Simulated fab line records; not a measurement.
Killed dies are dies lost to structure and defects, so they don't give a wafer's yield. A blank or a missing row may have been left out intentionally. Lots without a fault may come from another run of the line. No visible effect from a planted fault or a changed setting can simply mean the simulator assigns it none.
A struck lot beside a sound one ; flow sky130 ; 15 out of 708 route steps
Sound: these wafers, L463.4, L463.5, L463.6. The struck wafers were L473.1, L473.2, L473.4. At the end, the cause is stated.
For every step that has rows: the tool of each side, followed by ch and its chambers, followed by its first start. Under that, the readings that differ: sound wafers ; struck wafers ; difference of the means ; sigmas: that difference in standard deviations of wafers without a fault.
alike: readings whose means differ by less than 2 such deviations, and words and numbers that are the same on both sides. not compared: withheld readings, readings that some wafer has no value for, bounds like >300 that may hide the same value, and numbers for which the record gives no deviation and whose values overlap.
The two part at a step that has a row with sigmas, a row that says differs or no value, or rows on one side only. Non-overlapping numbers with no deviation appear without sigmas and do not part them. Lack of a reading on every wafer of one side parts them only where that side has two or more wafers.

first, 3 steps without rows for these wafers: SKY_LDD_P_EXPOSE_04 (exposes mask PSDM, target cd 380 nm); SKY_LDD_P_PEB_05; SKY_LDD_P_DEVELOP_06 (develop time 60 s).
SKY_LDD_P_CD_MEAS_07: the cd target is 380 nm.
  sound: cd_sem-02 at day 20 00:35; struck: cd_sem-02 at day 23 14:40
  alike: cd_nm
SKY_LDD_P_OVL_MEAS_08:
  sound: overlay-01 at day 20 00:39; struck: overlay-01 at day 23 14:47
  alike: LDD_P_OVL
following that, these wafers have no rows for 1 step: SKY_LDD_P_IMPLANT_09.
SKY_LDD_P_STRIP_10: strips in O2/N2.
  sound on plasma_asher-01 ch 0,1, day 20 00:51; struck on plasma_asher-01 ch 0,1, day 23 14:58
  alike: chamber_pressure_mTorr, drypump_motor_current_A, oes_product_au, strip_time_to_endpoint_s
  not compared: rf_hours_counter_h
SKY_LDD_P_TW_MEAS_11:
  sound: film_metro-04 at day 20 00:57; struck: film_metro-04 at day 23 15:04
  alike: LDD_P_TW
then, 4 steps without rows for these wafers: SKY_LDD_HVN_DEHYDRATE_00 (time 60 s); SKY_LDD_HVN_HMDS_01 (prime time 60 s); SKY_LDD_HVN_COAT_02 (resist thk 300 nm); SKY_LDD_HVN_SOFTBAKE_03 (time 60 s).
SKY_LDD_HVN_EXPOSE_04: exposes mask HVNTM, target cd 700 nm.
  sound on iline_stepper-02 ch 0, day 20 16:16; struck on iline_stepper-02 ch 0, day 24 06:02
reading;sound;struck;difference;sigmas
mask;HVNTM#0 HVNTM#0 HVNTM#0;HVNTM_R1#0 HVNTM_R1#0 HVNTM_R1#0;differs;
then, 2 steps without rows for these wafers: SKY_LDD_HVN_PEB_05; SKY_PAD_OPEN_PROBE_99.

## WHERE THEY PART
At SKY_LDD_HVN_EXPOSE_04 and nowhere else, as far as this record goes.

WHY: the cause the simulator had injected
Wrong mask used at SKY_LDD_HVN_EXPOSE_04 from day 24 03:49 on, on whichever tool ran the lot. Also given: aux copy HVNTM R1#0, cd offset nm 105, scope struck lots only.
